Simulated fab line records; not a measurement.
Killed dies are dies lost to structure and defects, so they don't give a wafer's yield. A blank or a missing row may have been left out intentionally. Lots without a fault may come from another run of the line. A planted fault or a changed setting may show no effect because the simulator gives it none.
Matching of chambers | flow gf180mcu | GF_SAB_CVD_00 on pecvd-04 has 3 sister chambers
The step deposits SiO2 from TEOS, target thk 50 nm, time 4.9302 s. 14 wafers are shown with their chamber, then 7 later ones without.

## WAFERS WITH THEIR CHAMBER
wafer  | chamber | rf_fwd_power_W (W) | heater_power_w (W)
L297.3 | 0       | 583.1              | 726
L297.4 | 2       | 588.0              | 530
L297.6 | 0       | 587.7              | 729
L299.1 | 0       | 584.6              | 673
L299.3 | 1       | 592.7              | 568
L299.4 | 0       | 584.0              | 669
L302.1 | 0       | 585.3              | 617
L302.2 | 2       | 583.6              | 571
L302.4 | 2       | 586.8              | 580
L304.1 | 2       | 585.1              | 468
L304.5 | 1       | 590.5              | 675
L304.6 | 2       | 584.0              | 479
L314.2 | 2       | 585.9              | 555
L314.4 | 2       | 584.3              | 555

SIGNATURES (averages over the wafers above)
reading        | chamber 0 | chamber 1 | chamber 2 | scatter within a chamber
rf_fwd_power_W | 584.940   | 591.600   | 585.386   | 1.65
heater_power_w | 682.80    | 621.50    | 534.00    | 48.7
Rule: distance of a wafer from a chamber = root of the sum over the readings of ((wafer's reading minus chamber's mean) / reading's scatter) squared. If the next closest chamber is less than 2 further off than the closest, the wafer can't be placed; otherwise it belongs to the closest. How the scatter is found: for the shown wafers, subtract from each reading the mean of its chamber, square and add these, divide the total by (wafers less chambers), then take the root.

## WAFERS WITHOUT THEIR CHAMBER
wafer  | rf_fwd_power_W (W) | heater_power_w (W)
L314.5 | 586.4              | 619
L315.1 | 584.7              | 713
L315.5 | 590.6              | 671
L315.6 | 583.9              | 735
L320.2 | 583.1              | 713
L320.3 | 587.6              | 584
L320.5 | 585.2              | 712

## WHICH CHAMBER EACH ONE RAN IN
wafer  | from the rows above          | in truth
L314.5 | can't be placed: 0 or 2 or 1 | 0
L315.1 | 0                            | 0
L315.5 | 1                            | 1
L315.6 | 0                            | 0
L320.2 | 0                            | 0
L320.3 | can't be placed: 2 or 1 or 0 | 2
L320.5 | 0                            | 0
Correct placement for 5 of the 7. Not placeable from these rows: 2 (in 2, the candidates include the true chamber). Placed wrongly: 0.
